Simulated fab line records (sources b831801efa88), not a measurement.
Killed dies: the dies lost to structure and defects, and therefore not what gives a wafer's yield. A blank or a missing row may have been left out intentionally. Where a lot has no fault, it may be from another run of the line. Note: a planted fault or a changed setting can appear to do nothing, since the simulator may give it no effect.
Which of the tools did it? -- flow gf180mcu -- Sampling: 6 lots, 18 wafers, 2 of 602 route steps

WHAT EACH GAUGE READ, for each wafer
GF_VT_IMPLANT_RS_MEAS_49: measurement is done with a four-point probe.
lot,measured,on,MVPSD_RS (ohm/sq)
L760,day 8 08:34,film-metro-01,1164.4 1168.7 1166.4
L762,day 8 18:19,film-metro-01,1171.5 1169.6 1170.8
L764,day 9 05:41,film-metro-04,1172.8 1170.3 1172.5
L767,day 10 03:04,film-metro-01,1178.7 1175.0 1178.1 1178.3 1177.8 1178.1
L777,day 12 21:16,film-metro-01,1166.5 1167.2 1164.9
L780,day 13 21:12,film-metro-02,1167.1 1166.4 1166.5

TOOL THAT RAN EACH LOT (tool first, then ch and the chambers of the sampled wafers, then the start)
lot,GF_MVPSD_IMPLANT_09
L760,"implanter-03 ch 0, day 5 18:05"
L762,"implanter-01 ch 0, day 6 03:09"
L764,"implanter-01 ch 0, day 6 12:19"
L767,"implanter-01 ch 0, day 7 06:56"
L777,"implanter-03 ch 0, day 9 18:27"
L780,"implanter-03 ch 0, day 10 14:47"
- GF_MVPSD_IMPLANT_09

THE ANSWER, worked out from the rows above alone
Rule: what is usual is taken from the lots themselves. The widest of any qualifying gaps counts: lots, ordered by their means at a reading, are off when they make up no more than a third of the lots, leave a main group of 4 or more, and stand apart from it by 3 or more times the standard deviation of that group's means. A main group whose means are all the same, to the digits that the tables above print for the reading, isn't used. A lot without any number at a reading at which 4 lots or more have one is off too. All remaining lots with rows at the step are treated as sound.
None of the lots is off at any reading shown; this tells nothing.

WHAT THE SIMULATOR HAD INSERTED
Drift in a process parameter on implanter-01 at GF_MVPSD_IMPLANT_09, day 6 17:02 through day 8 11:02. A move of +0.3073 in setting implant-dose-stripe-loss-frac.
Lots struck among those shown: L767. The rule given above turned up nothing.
